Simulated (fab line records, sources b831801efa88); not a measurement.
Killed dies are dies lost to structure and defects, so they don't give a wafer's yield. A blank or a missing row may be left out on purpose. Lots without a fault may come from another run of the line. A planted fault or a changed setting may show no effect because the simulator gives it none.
A struck lot beside a sound one | flow gf180mcu | 20 steps out of a route of 602
Sound: wafers L753.1, L753.3, L753.6. Struck: wafers L769.2, L769.4, L769.5. The cause comes at the end.
At each step with rows: each side's tool, then ch and its chambers, then its first start. Under that, the readings that differ: sound wafers | struck wafers | difference of the means | sigmas: that difference in standard deviations of wafers without a fault.
alike: readings whose means differ by less than 2 such deviations, and words and numbers that are the same on both sides. not compared: withheld readings, readings that some wafer has no value for, bounds like >300 that may hide the same value, and numbers for which the record gives no deviation and whose values overlap.
The two part at a step that has a row with sigmas, a row that says differs or no value, or rows on one side only. Numbers that don't overlap but have no deviation are shown without sigmas and don't part them. A reading that every wafer of one side lacks parts them only if that side has two wafers or more.

first, 1 step without rows for these wafers: GF_V2_CVD_00 (deposits SiO2, target thk 600 nm, time 100 s).
GF_V2_THK_MEAS_01:
  sound on film_metro-02, day 20 09:40; struck on film_metro-03, day 26 00:50
  alike: V2_CVD_00_THK
GF_V2_CVD_02: deposits SiO2 from TEOS, target thk 850 nm, time 94.851 s.
  sound on pecvd-04 ch 0,1, day 20 09:43; struck on pecvd-04 ch 0,2, day 26 00:53
  alike: heater_power_w
GF_V2_THK_MEAS_03:
  sound on film_metro-02, day 20 09:47; struck on film_metro-02, day 26 00:58
  alike: V2_CVD_02_THK
GF_V2_CMP_04: polishes SiO2.
  sound on cmp-02 ch 1,2,3, day 20 10:12; struck on cmp-02 ch 0,2,3, day 26 01:01
  alike: head_pressure_psi, motor_current_A, time_to_endpoint_s
GF_V2_BOW_MEAS_05:
  sound on film_metro-01, day 20 10:24; struck on film_metro-01, day 26 01:20
  alike: V2_BOW
then, 6 steps without rows for these wafers: GF_V2_DEHYDRATE_06 (time 60 s); GF_V2_HMDS_07 (prime time 60 s); GF_V2_COAT_08; GF_V2_COAT_09 (resist thk 1000 nm); GF_V2_SOFTBAKE_10 (time 60 s); GF_V2_EXPOSE_11 (exposes mask Via2, target cd 260 nm).
GF_V2_PEB_12: peb time 90 s.
  sound on litho_track-02 ch 0, day 21 10:27; struck on litho_track-02 ch 0, day 26 22:41
  reading                  | sound                | struck               | difference | sigmas
  heater_power_total_W (W) | 85.64 85.66 85.61    | 86.87 87.01 86.91    | +1.29      | +15
  plate_temp_C (C)         | 134.71 134.63 134.74 | 136.62 136.39 136.26 | +1.73      | +11
  resist_line_temp_C (C)   | 23.11 23.10 23.12    | 22.97 22.73 22.93    | -0.23      | -2
then, 1 step without rows for these wafers: GF_V2_DEVELOP_13 (develop time 60 s).
GF_V2_CD_MEAS_14: target cd 260 nm.
  sound on cd_sem-02, day 21 10:48; struck on cd_sem-02, day 26 23:04
  alike: cd_nm
GF_V2_OVL_MEAS_15:
  sound on overlay-01, day 21 10:55; struck on overlay-02, day 26 23:10
  alike: V2_OVL
GF_V2_ETCH_16: etches BARC in N2/H2.
  sound on rie_diel-03 ch 0,2, day 21 10:57; struck on rie_diel-04 ch 1,2,3, day 26 23:11
  reading             | sound             | struck            | difference | sigmas
  model.V2.cd_nm (nm) | 260.4 260.5 260.8 | 262.8 264.1 263.8 | +3.0       |
  alike: drypump_motor_current_A, h2_flow_sccm, oes_product_au, throttle_valve_pct
GF_V2_ETCH_17: etches SiO2 in C4F8/O2/Ar, stops on TiN, target depth 630 nm.
  sound on rie_diel-03 ch 0,2; struck on rie_diel-04 ch 1,2,3
  reading             | sound             | struck            | difference | sigmas
  model.V2.cd_nm (nm) | 260.2 260.4 260.7 | 263.3 264.4 263.5 | +3.3       |
  alike: oes_product_au
GF_V2_STRIP_18: strips in O2/N2.
  sound on plasma_asher-04 ch 0,1, day 21 11:09; struck on plasma_asher-04 ch 0,1, day 26 23:19
  alike: drypump_motor_current_A, heater_power_w, oes_product_au
  not compared: rf_hours_counter_h
GF_PASSIVATION_PROBE_99:
  the record has rows for the sound wafers here (prober-02, day 30 00:48) and none for the struck ones

WHERE THEY PART
First at GF_V2_PEB_12; last, within this record, at GF_PASSIVATION_PROBE_99.

WHY: what the simulator had put in
Process parameter drift: litho_track-02, from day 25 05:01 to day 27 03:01, at GF_V2_PEB_12. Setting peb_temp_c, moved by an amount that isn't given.
